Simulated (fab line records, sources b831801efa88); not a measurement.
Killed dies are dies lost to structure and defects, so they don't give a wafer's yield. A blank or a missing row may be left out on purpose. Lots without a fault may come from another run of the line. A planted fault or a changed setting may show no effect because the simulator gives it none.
A struck lot beside a sound one | flow sky130 | 18 steps out of a route of 708
Sound: wafers L447.2, L447.3, L447.5. Struck: wafer L438.1. (L438.6 of the same lot was not struck and is left out.) The cause comes at the end.
At each step with rows: each side's tool, then ch and its chambers, then its first start. Under that, the readings that differ: sound wafers | struck wafers | difference of the means | sigmas: that difference in standard deviations of wafers without a fault.
alike: readings whose means differ by less than 2 such deviations, and words and numbers that are the same on both sides. not compared: withheld readings, readings that some wafer has no value for, bounds like >300 that may hide the same value, and numbers for which the record gives no deviation and whose values overlap.
The two part at a step that has a row with sigmas, a row that says differs or no value, or rows on one side only. Numbers that don't overlap but have no deviation are shown without sigmas and don't part them. A reading that every wafer of one side lacks parts them only if that side has two wafers or more.

first, 3 steps without rows for these wafers: SKY_VIA1_EXPOSE_09 (exposes mask VIM, target cd 150 nm); SKY_VIA1_PEB_10; SKY_VIA1_DEVELOP_11 (develop time 60 s).
SKY_VIA1_CD_MEAS_12: target cd 150 nm.
  sound on cd_sem-01, day 39 18:39; struck on cd_sem-02, day 36 18:47
  alike: cd_nm
SKY_VIA1_OVL_MEAS_13:
  sound on overlay-01, day 39 18:46; struck on overlay-01, day 36 18:54
  alike: VIA1_OVL
SKY_VIA1_ETCH_14: etches BARC in N2/H2, stops on SiO2, time 45.9 s, target depth 60 nm.
  sound on rie_diel-01 ch 0,2,3, day 39 18:47; struck on rie_diel-02 ch 0, day 36 18:56
  alike: drypump_motor_current_A, n2_flow_sccm, oes_product_au, throttle_valve_pct
  not compared: rf_hours_counter_h
SKY_VIA1_ETCH_15: etches SiO2 in C4F8/O2/Ar, stops on TiN, target depth 351 nm, time 54 s.
  sound on rie_diel-01 ch 0,2,3, day 39 18:50; struck on rie_diel-02 ch 0, day 36 18:59
  reading               | sound             | struck | difference | sigmas
  oes_product_au (a.u.) | 0.978 0.976 0.979 | 0.995  | +0.017     | +3
  not compared: rf_hours_counter_h
SKY_VIA1_STRIP_16: strips in O2/N2.
  sound on plasma_asher-04 ch 0,1, day 39 18:53; struck on plasma_asher-04 ch 1, day 36 19:02
  alike: drypump_motor_current_A, n2_flow_sccm, o2_flow_sccm, oes_product_au, strip_time_to_endpoint_s
  not compared: rf_hours_counter_h
then, 3 steps without rows for these wafers: SKY_VIA1_STRIP_17 (strips in post etch residue remover, time 1200 s); SKY_VIA1_CLEAN_18 (cleans in IPA, time 180 s); SKY_VIA1_CLEAN_19 (cleans in O3/DIW).
SKY_VIA1_SPUTTER_20: material TiN, target thk 20 nm, time 80 s.
  sound on pvd_sputter-03, day 39 19:29; struck on pvd_sputter-03, day 36 19:37
  alike: throttle_valve_pct
SKY_VIA1_CVD_21: deposits W, target thk 270 nm, time 80.902 s.
  sound on cvd_w-02 ch 0,1, day 39 19:32; struck on cvd_w-02 ch 1, day 36 19:41
  reading                            | sound         | struck | difference | sigmas
  model.W_of_VIA1_CVD_21.thk_nm (nm) | 271 271.1 269 | 197.1  | -73.3      |
  alike: heater_power_outer_w, heater_power_w
SKY_VIA1_RS_MEAS_22: measures by four-point-probe.
  sound on film_metro-01, day 39 19:40; struck on film_metro-02, day 36 19:46
  reading            | sound             | struck | difference | sigmas
  VIA1_W_RS (ohm/sq) | 0.425 0.426 0.430 | 0.588  | +0.161     | +24
SKY_VIA1_THK_MEAS_23: measures by xrf.
  sound on film_metro-01, day 39 19:46; struck on film_metro-02, day 36 19:53
  reading         | sound       | struck | difference | sigmas
  VIA1_W_THK (nm) | 266 267 264 | 193    | -73        | -15
SKY_VIA1_CMP_24: polishes, stops on SiO2, t overpolish 15 s, target thk 0 nm.
  sound on cmp-02 ch 1,2, day 39 19:49; struck on cmp-02 ch 3, day 36 19:57
  reading                | sound    | struck | difference | sigmas
  time_to_endpoint_s (s) | 65 62 65 | 46     | -18        | -6
  alike: edge_zone_pressure_frac, motor_current_A
SKY_METAL2_SPUTTER_00: material Ti, target thk 15 nm, time 10 s.
  sound on pvd_sputter-01, day 39 20:07; struck on pvd_sputter-01, day 36 20:15
  alike: throttle_valve_pct
-- the record jumps here: 11 days lie between the struck wafers' starts before and after (it left off in module METAL2 and takes up again in module PAD_OPEN, whose first step shown is number 708 of the route) --
SKY_PAD_OPEN_PROBE_99:
  sound on prober-02, day 50 05:30; struck on prober-01, day 48 01:05
  reading               | sound       | struck | difference | sigmas
  killed_at_M0_to_M3    | 57 52 51    | 37     | -16        | -2
  killed_at_front_end   | 14 11 15    | 25     | +12        | +3
  sort_bin_6_memory (%) | 8.5 7.1 6.1 | 4.9    | -2.3       | -2
  alike: defect_limited_yield, killed_at_M4_up, killed_at_contacts, killed_at_other, killed_dies, killed_open, killed_short, sort_bin_3_pad_short, sort_bin_5_function, sort_n_pass, sort_yield_pct

WHERE THEY PART
First at SKY_VIA1_ETCH_15; last, within this record, at SKY_PAD_OPEN_PROBE_99.

WHY: what the simulator had put in
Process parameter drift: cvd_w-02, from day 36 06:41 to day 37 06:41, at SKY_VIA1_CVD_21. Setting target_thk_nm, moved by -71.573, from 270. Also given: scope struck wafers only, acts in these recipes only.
